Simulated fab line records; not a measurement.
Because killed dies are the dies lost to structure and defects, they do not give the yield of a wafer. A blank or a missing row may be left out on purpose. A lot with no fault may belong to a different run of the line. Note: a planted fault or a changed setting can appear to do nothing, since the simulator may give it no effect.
fab line records ; flow sky130
record: lots: 11; wafers: 33; last_day: 50
route steps=708 shown VIA4@656 METAL5@663 PAD_OPEN@696
lots that met no fault: taken from a fault-free run of the same line
start_h: the number of hours between the record's first day and the start of the first shown wafer of the lot ; wait_h: hours elapsed since this lot's preceding step ; " repeats the value in the row above ; L1.1+2: a row that stands for several wafers ; - value missing, or start not given ; * or withheld: withheld ; < > ~ a bound
route shown NAME@n: a module of which the file shows steps, and the number in the route of the first ; usual: average and standard deviation across the fault-free wafers ; same: alike in all rows ; chamber/n: place in a boat ; sites: readings site by site ; _std_site: the standard deviation of these ; _edge_site: inner sites' mean taken away from outer sites' mean ; radius_mm: how far each site lies from the wafer's centre ; mask NAME#n: copy n ; behind: the tool/chamber that last shaped the wafer ; hold: why the lot went on hold/how many hours it stayed there/how the hold came to an end ; device: transistor that didn't switch, given as n, p or np ; end of line: at the end of the route, the tests of the same wafers ; for a step that has no rows: nothing shown but its recipe ; killed: at the first sort, the dies lost to defects and structure; wafer yield is something else ; map: the dies of a wafer, with x for killed, . for not killed, _ for no die there
set.NAME: the setting the step ran with; set.NAME@STEP: the setting that earlier step ran with ; model.NAME: the simulator's own value behind a step, which no gauge read
a sample of lots followed through the steps of the route, with each step as a table and each wafer as a row
services: when a tool's chamber went out of use (start_h, in hours from the record's first day, below 0 if earlier), for how many hours, and the reason
== steps ==
step: SKY_VIA4_SPUTTER_17
recipe: material: TiN; target_thk_nm: 20; chamber_pressure_pa: 5; power_w: 4000; time_s: 80
usual: throttle_valve_pct: 30.0/1
lot.wafer;tool;chamber;start_h;wait_h;throttle_valve_pct
L114.1;pvd_sputter-01;-;1046.57;0.0;31.5
L114.2;pvd_sputter-01;-;1046.57;0.0;27.8
L114.5;pvd_sputter-01;-;1046.57;0.0;29.8
L115.1;pvd_sputter-02;-;1053.65;0.0;30.3
L115.4;pvd_sputter-02;-;1053.65;0.0;31.2
L115.5;pvd_sputter-02;-;1053.65;0.0;30.2
L117.3;pvd_sputter-01;-;1063.19;0.0;29.8
L117.4;pvd_sputter-01;-;1063.19;0.0;31.5
L117.5;pvd_sputter-01;-;1063.19;0.0;30.2
L116.2;pvd_sputter-01;-;1063.95;0.0;30.0
L116.5;pvd_sputter-01;-;1063.95;0.0;31.3
L116.6;pvd_sputter-01;-;1063.95;0.0;29.6
L120.2;pvd_sputter-01;-;1080.50;0.0;29.9
L120.3;pvd_sputter-01;-;1080.50;0.0;30.1
L120.5;pvd_sputter-01;-;1080.50;0.0;30.1
L126.2;pvd_sputter-03;-;1119.66;0.0;29.2
L126.4;pvd_sputter-03;-;1119.66;0.0;30.8
L126.6;pvd_sputter-03;-;1119.66;0.0;30.1
L127.1;pvd_sputter-03;-;1124.07;0.0;30.6
L127.4;pvd_sputter-03;-;1124.07;0.0;29.1
L127.5;pvd_sputter-03;-;1124.07;0.0;30.0
L129.2;pvd_sputter-03;-;1130.02;0.0;30.6
L129.3;pvd_sputter-03;-;1130.02;0.0;29.0
L129.5;pvd_sputter-03;-;1130.02;0.0;29.0
L130.4;pvd_sputter-02;-;1141.31;0.0;31.2
L130.5;pvd_sputter-02;-;1141.31;0.0;30.2
L130.6;pvd_sputter-02;-;1141.31;0.0;30.3
L131.1;pvd_sputter-02;-;1148.70;0.0;31.1
L131.4;pvd_sputter-02;-;1148.70;0.0;30.4
L131.6;pvd_sputter-02;-;1148.70;0.0;30.5
L132.1;pvd_sputter-01;-;1157.38;0.0;30.5
L132.4;pvd_sputter-01;-;1157.38;0.0;27.7
L132.6;pvd_sputter-01;-;1157.38;0.0;30.4
step: SKY_METAL5_SPUTTER_02
recipe: material: AlCu; target_thk_nm: 1150; power_w: 10600; time_s: 61.2; chamber_pressure_pa: 0.4
usual: throttle_valve_pct: 30.2/0.56
lot.wafer;tool;chamber;start_h;wait_h;throttle_valve_pct
L114.1;pvd_sputter-04;-;1047.31;0.0;30.2
L114.2;pvd_sputter-04;-;1047.31;0.0;30.1
L114.5;pvd_sputter-04;-;1047.31;0.0;29.6
L115.1;pvd_sputter-04;-;1054.39;0.0;30.0
L115.4;pvd_sputter-04;-;1054.39;0.0;29.8
L115.5;pvd_sputter-04;-;1054.39;0.0;30.6
L117.3;pvd_sputter-02;-;1063.93;0.0;30.3
L117.4;pvd_sputter-02;-;1063.93;0.0;30.0
L117.5;pvd_sputter-02;-;1063.93;0.0;30.6
L116.2;pvd_sputter-02;-;1064.69;0.0;30.4
L116.5;pvd_sputter-02;-;1064.69;0.0;30.6
L116.6;pvd_sputter-02;-;1064.69;0.0;30.9
L120.2;pvd_sputter-04;-;1081.24;0.0;30.0
L120.3;pvd_sputter-04;-;1081.24;0.0;30.2
L120.5;pvd_sputter-04;-;1081.24;0.0;30.1
L126.2;pvd_sputter-03;-;1120.40;0.0;29.9
L126.4;pvd_sputter-03;-;1120.40;0.0;30.2
L126.6;pvd_sputter-03;-;1120.40;0.0;30.7
L127.1;pvd_sputter-03;-;1124.81;0.0;29.3
L127.4;pvd_sputter-03;-;1124.81;0.0;30.0
L127.5;pvd_sputter-03;-;1124.81;0.0;29.7
L129.2;pvd_sputter-04;-;1130.98;0.0;30.2
L129.3;pvd_sputter-04;-;1130.98;0.0;29.2
L129.5;pvd_sputter-04;-;1130.98;0.0;30.9
L130.4;pvd_sputter-03;-;1142.16;0.0;29.9
L130.5;pvd_sputter-03;-;1142.16;0.0;29.1
L130.6;pvd_sputter-03;-;1142.16;0.0;30.2
L131.1;pvd_sputter-02;-;1149.44;0.0;31.3
L131.4;pvd_sputter-02;-;1149.44;0.0;30.5
L131.6;pvd_sputter-02;-;1149.44;0.0;31.4
L132.1;pvd_sputter-03;-;1158.20;0.0;29.1
L132.4;pvd_sputter-03;-;1158.20;0.0;30.5
L132.6;pvd_sputter-03;-;1158.20;0.0;30.4
step: SKY_METAL5_SPUTTER_03
recipe: material: Ti; target_thk_nm: 5; power_w: 3000; time_s: 3.3; chamber_pressure_pa: 0.4
usual: throttle_valve_pct: 30.2/0.56
lot.wafer;tool;chamber;start_h;wait_h;throttle_valve_pct
L114.1;pvd_sputter-04;-;1047.37;0.0;29.9
L114.2;pvd_sputter-04;-;1047.37;0.0;30.1
L114.5;pvd_sputter-04;-;1047.37;0.0;29.3
L115.1;pvd_sputter-04;-;1054.44;0.0;30.1
L115.4;pvd_sputter-04;-;1054.44;0.0;30.0
L115.5;pvd_sputter-04;-;1054.44;0.0;30.7
L117.3;pvd_sputter-02;-;1063.98;0.0;30.5
L117.4;pvd_sputter-02;-;1063.98;0.0;30.1
L117.5;pvd_sputter-02;-;1063.98;0.0;30.3
L116.2;pvd_sputter-02;-;1064.74;0.0;30.2
L116.5;pvd_sputter-02;-;1064.74;0.0;30.5
L116.6;pvd_sputter-02;-;1064.74;0.0;31.1
L120.2;pvd_sputter-04;-;1081.29;0.0;30.1
L120.3;pvd_sputter-04;-;1081.29;0.0;30.2
L120.5;pvd_sputter-04;-;1081.29;0.0;30.1
L126.2;pvd_sputter-03;-;1120.45;0.0;29.6
L126.4;pvd_sputter-03;-;1120.45;0.0;30.2
L126.6;pvd_sputter-03;-;1120.45;0.0;30.5
L127.1;pvd_sputter-03;-;1124.86;0.0;29.1
L127.4;pvd_sputter-03;-;1124.86;0.0;29.8
L127.5;pvd_sputter-03;-;1124.86;0.0;30.1
L129.2;pvd_sputter-04;-;1131.03;0.0;30.0
L129.3;pvd_sputter-04;-;1131.03;0.0;29.0
L129.5;pvd_sputter-04;-;1131.03;0.0;30.7
L130.4;pvd_sputter-03;-;1142.21;0.0;30.0
L130.5;pvd_sputter-03;-;1142.21;0.0;29.4
L130.6;pvd_sputter-03;-;1142.21;0.0;30.1
L131.1;pvd_sputter-02;-;1149.49;0.0;31.2
L131.4;pvd_sputter-02;-;1149.49;0.0;30.2
L131.6;pvd_sputter-02;-;1149.49;0.0;31.2
L132.1;pvd_sputter-03;-;1158.25;0.0;29.2
L132.4;pvd_sputter-03;-;1158.25;0.0;30.3
L132.6;pvd_sputter-03;-;1158.25;0.0;30.0
step: SKY_PAD_OPEN_COAT_02
recipe: spin_rpm: 2000; resist_thk_nm: 3000
usual: exhaust_pa: 45.0/0.76; spin_speed_rpm: 1999.6/1.5
lot.wafer;tool;chamber;start_h;wait_h;exhaust_pa;spin_speed_rpm
L114.1;litho_track-01;0;1101.66;0.1;43.9;2000.2
L114.2;litho_track-01;0;1101.66;0.1;43.5;1998.5
L114.5;litho_track-01;0;1101.66;0.1;44.5;1998.3
L115.1;litho_track-04;0;1108.51;0.1;45.6;1999.8
L115.4;litho_track-04;0;1108.51;0.1;44.8;1998.6
L115.5;litho_track-04;0;1108.51;0.1;45.4;1997.9
L117.3;litho_track-04;0;1116.56;0.1;43.5;1997.7
L117.4;litho_track-04;0;1116.56;0.1;44.2;1997.9
L117.5;litho_track-04;0;1116.56;0.1;44.1;2000.9
L116.2;litho_track-01;0;1117.94;0.1;44.0;1999.1
L116.5;litho_track-01;0;1117.94;0.1;44.4;1998.2
L116.6;litho_track-01;0;1117.94;0.1;44.2;2000.8
L120.2;litho_track-04;0;1132.63;0.1;45.8;1998.9
L120.3;litho_track-04;0;1132.63;0.1;44.0;2002.0
L120.5;litho_track-04;0;1132.63;0.1;43.2;1997.3
L126.2;litho_track-01;0;1167.39;0.1;44.7;2125.6
L126.4;litho_track-01;0;1167.39;0.1;45.6;2124.8
L126.6;litho_track-01;0;1167.39;0.1;45.3;2123.9
L127.1;litho_track-01;0;1172.06;0.1;45.2;2123.6
L127.4;litho_track-01;0;1172.06;0.1;45.3;2124.4
L127.5;litho_track-01;0;1172.06;0.1;45.5;2123.3
L129.2;litho_track-02;0;1177.06;0.1;45.2;2000.2
L129.3;litho_track-02;0;1177.06;0.1;46.0;2001.9
L129.5;litho_track-02;0;1177.06;0.1;45.8;2000.7
L130.4;litho_track-02;0;1187.11;0.1;45.9;1999.8
L130.5;litho_track-02;0;1187.11;0.1;45.3;1999.1
L130.6;litho_track-02;0;1187.11;0.1;45.4;2000.7
L131.1;litho_track-04;0;1193.51;0.1;44.5;1999.5
L131.4;litho_track-04;0;1193.51;0.1;45.4;1999.6
L131.6;litho_track-04;0;1193.51;0.1;44.4;1997.3
L132.1;litho_track-02;0;1200.38;0.1;46.0;1999.6
L132.4;litho_track-02;0;1200.38;0.1;45.8;2002.3
L132.6;litho_track-02;0;1200.38;0.1;44.2;1998.9
step: SKY_PAD_OPEN_STRIP_08
recipe: chemistry: O2/N2; power_w: 1400; pressure_mtorr: 1500; platen_temp_c: withheld; overash_fraction: 0.7; o2_flow_sccm: 3000; n2_flow_sccm: 300
usual: drypump_motor_current_A: 5.4/0.53; oes_product_au: 0.663/0.0043; strip_time_to_endpoint_s: 37.08/0.095
same: overash_fraction: 0.7
lot.wafer;tool;chamber;start_h;wait_h;drypump_motor_current_A;oes_product_au;rf_hours_counter_h;strip_time_to_endpoint_s
L114.1;plasma_asher-02;1;1112.62;0.1;5.0;0.666;39;37.21
L114.2;plasma_asher-02;0;1112.62;0.1;5.9;0.664;39;37.22
L114.5;plasma_asher-02;1;1112.62;0.1;5.0;0.659;-;37.20
L115.1;plasma_asher-02;0;1118.49;0.1;5.9;0.672;40;37.03
L115.4;plasma_asher-02;0;1118.49;0.1;5.8;0.668;-;37.06
L115.5;plasma_asher-02;0;1118.49;0.1;5.9;0.667;-;37.10
L117.3;plasma_asher-03;1;1127.52;0.1;5.7;0.667;-;37.03
L117.4;plasma_asher-03;0;1127.52;0.1;4.9;0.656;-;37.06
L117.5;plasma_asher-03;0;1127.52;0.1;4.9;0.660;-;36.99
L116.2;plasma_asher-04;1;1128.37;0.1;4.8;0.660;7;36.94
L116.5;plasma_asher-04;1;1128.37;0.1;4.8;0.673;-;36.98
L116.6;plasma_asher-04;0;1128.37;0.1;6.2;0.659;-;37.02
L120.2;plasma_asher-02;0;1141.61;0.1;5.9;0.660;42;37.11
L120.3;plasma_asher-02;0;1141.61;0.1;5.8;0.669;-;37.20
L120.5;plasma_asher-02;0;1141.61;0.1;5.9;0.665;-;37.25
L126.2;plasma_asher-02;1;1176.71;0.1;5.0;0.664;46;36.12
L126.4;plasma_asher-02;0;1176.71;0.1;5.9;0.653;-;36.06
L126.6;plasma_asher-02;1;1176.71;0.1;5.0;0.662;-;36.13
L127.1;plasma_asher-02;0;1179.99;0.1;5.9;0.655;46;35.98
L127.4;plasma_asher-02;1;1179.99;0.1;5.0;0.667;-;35.99
L127.5;plasma_asher-02;1;1179.99;0.1;5.0;0.662;-;36.05
L129.2;plasma_asher-04;1;1184.96;0.1;4.8;0.670;12;37.29
L129.3;plasma_asher-04;0;1184.96;0.1;6.2;0.669;-;37.26
L129.5;plasma_asher-04;0;1184.96;0.1;6.2;0.665;-;37.11
L130.4;plasma_asher-03;0;1195.35;0.1;4.9;0.665;-;36.96
L130.5;plasma_asher-03;1;1195.35;0.1;5.7;0.667;-;36.96
L130.6;plasma_asher-03;0;1195.35;0.1;4.9;0.663;-;36.85
L131.1;plasma_asher-03;1;1201.27;0.1;5.7;0.667;74;37.10
L131.4;plasma_asher-03;1;1201.27;0.1;5.7;0.661;-;37.11
L131.6;plasma_asher-03;1;1201.27;0.1;5.7;0.660;-;37.02
L132.1;plasma_asher-02;0;1208.61;0.1;5.9;0.661;49;37.05
L132.4;plasma_asher-02;0;1208.61;0.1;5.9;0.661;-;37.15
L132.6;plasma_asher-02;0;1208.61;0.1;5.9;0.663;-;37.09
step: SKY_PAD_OPEN_PROBE_99
usual: defect_limited_yield: 82.8/2; killed_at_M0_to_M3: 43/7.2; killed_at_M4_up: 3.0/2; killed_at_contacts: 24/5.5; killed_at_front_end: 15/4.2; killed_at_other: 0.3/0.51; killed_dies: 85/10; killed_open: 46/7.3; killed_short: 38/6.4; sort_bin_3_pad_short: 0.9/0.42; sort_bin_5_function: 10.3/1.5; sort_bin_6_memory: 6.0/1.2; sort_n_pass: 407/10; sort_yield_pct: 82.8/2
same: gross_dies: 492; killed_at_back_side: 0; sort_bin_4_leakage[%]: 0; sort_bin_8_speed[%]: 0
lot.wafer;tool;chamber;start_h;wait_h;defect_limited_yield[%];killed_at_M0_to_M3;killed_at_M4_up;killed_at_contacts;killed_at_front_end;killed_at_other;killed_dies;killed_open;killed_short;sort_bin_3_pad_short[%];sort_bin_5_function[%];sort_bin_6_memory[%];sort_n_pass;sort_yield_pct[%]
L114.1;prober-01;-;1114.84;0.1;77.4;47;4;35;25;0;111;55;56;1.2;14.2;7.1;381;77.4
L114.2;prober-01;-;1114.89;0.1;85.2;35;3;19;16;0;73;43;30;0.4;8.5;5.9;419;85.2
L114.5;prober-01;-;1115.04;0.2;81.5;47;4;21;19;0;91;42;49;0.8;11.6;6.1;401;81.5
L129.2;prober-01;-;1187.23;0.1;82.1;43;5;28;12;0;88;52;36;1.4;11.0;5.5;404;82.1
L129.3;prober-01;-;1187.28;0.2;84.3;36;1;28;12;0;77;42;35;0.8;9.8;5.1;415;84.3
L129.5;prober-01;-;1187.38;0.2;82.5;39;4;28;15;0;86;47;39;1.6;10.0;5.9;406;82.5
killed by level:class
L114.1 FIELD_ISO:geometric_particle:short=11 CONTACT:geometric_particle:open=11 LI_CONTACT:geometric_particle:open=9 VIA3:geometric_particle:open=8 VIA2:geometric_particle:open=7 METAL1:geometric_particle:short=7 VIA1:geometric_particle:open=6 CONTACT:geometric_particle:short=6
L114.2 LI_CONTACT:geometric_particle:open=8 VIA1:geometric_particle:open=7 VIA3:geometric_particle:open=7 FIELD_ISO:geometric_particle:open=6 LOCAL_INTERCONNECT:geometric_particle:short=5 VIA1:geometric_particle:short=5 FIELD_ISO:geometric_particle:short=4 CONTACT:geometric_particle:open=4
L114.5 CONTACT:geometric_particle:open=9 METAL1:geometric_particle:short=9 VIA2:geometric_particle:open=8 VIA1:geometric_particle:open=7 FIELD_ISO:geometric_particle:short=6 METAL2:geometric_particle:short=5 VIA3:geometric_particle:open=5 VIA3:geometric_particle:short=5
L129.2 CONTACT:geometric_particle:open=10 LI_CONTACT:geometric_particle:open=9 VIA1:geometric_particle:open=8 VIA3:geometric_particle:open=7 CONTACT:geometric_particle:short=6 VIA2:geometric_particle:open=6 VIA3:geometric_particle:short=6 METAL2:geometric_particle:short=5
L129.3 CONTACT:geometric_particle:open=14 VIA1:geometric_particle:open=10 CONTACT:geometric_particle:short=6 VIA2:geometric_particle:open=6 LI_CONTACT:geometric_particle:short=4 VIA1:geometric_particle:short=4 FIELD_ISO:geometric_particle:short=3 FIELD_ISO:geometric_particle:open=3
L129.5 VIA3:geometric_particle:open=9 LI_CONTACT:geometric_particle:open=8 CONTACT:geometric_particle:short=8 CONTACT:geometric_particle:open=6 VIA2:geometric_particle:open=6 FIELD_ISO:geometric_particle:short=5 VIA1:geometric_particle:short=5 VIA1:geometric_particle:open=4
== services ==
tool;chamber;start_h;hours;kind
pvd_sputter-03;-;1046.42;24.0;repair
pvd_sputter-04;1;1054.19;-;consumable_replace:kit
pvd_sputter-04;1;1054.19;18.0;scheduled_down
pvd_sputter-04;1;1054.19;18.0;vent_cycle
plasma_asher-04;-;1055.25;9.0;pm
pvd_sputter-04;-;1059.59;7.5;repair
plasma_asher-03;-;1066.71;4.0;repair
pvd_sputter-03;1;1075.55;-;consumable_replace:kit
pvd_sputter-03;1;1075.55;18.0;scheduled_down
pvd_sputter-03;1;1075.55;18.0;vent_cycle
pvd_sputter-04;0;1112.06;-;consumable_replace:kit
pvd_sputter-04;0;1112.06;18.0;scheduled_down
pvd_sputter-04;0;1112.06;18.0;vent_cycle
pvd_sputter-02;0;1113.79;-;consumable_replace:kit
pvd_sputter-02;0;1113.79;18.0;scheduled_down
pvd_sputter-02;0;1113.79;18.0;vent_cycle
plasma_asher-04;-;1141.85;1.5;repair
pvd_sputter-01;-;1164.16;1.8;repair
pvd_sputter-03;-;1180.62;4.4;repair
pvd_sputter-01;-;1188.29;3.6;repair
pvd_sputter-01;-;1198.37;7.4;repair
pvd_sputter-02;3;1200.92;-;consumable_replace:kit
pvd_sputter-02;-;1205.58;5.6;repair
pvd_sputter-03;0;1207.28;-;consumable_replace:kit
== key ==
first_sign: step: SKY_PAD_OPEN_COAT_02; reading: spin_speed_rpm; direction: up; sigmas: 83; usual: 1999.6; struck: 2124.3
effect: step: SKY_PAD_OPEN_STRIP_08; reading: strip_time_to_endpoint_s; direction: down; sigmas: 11; usual: *; struck: *
met_at SKY_PAD_OPEN_COAT_02
struck_lots L126,L127
not_acting_at SKY_VIA4_SPUTTER_17,SKY_METAL5_SPUTTER_02,SKY_METAL5_SPUTTER_03
onset_between 1117.94 1167.39
fault: kind: process_parameter_drift; tool: litho_track-01; chamber: -; onset_h: 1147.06; steps: SKY_PAD_OPEN_COAT_02; channel: spin_rpm; offset: 124.33; shape: step; end_h: 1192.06; acts_in: these_recipes_only; stated: 2000
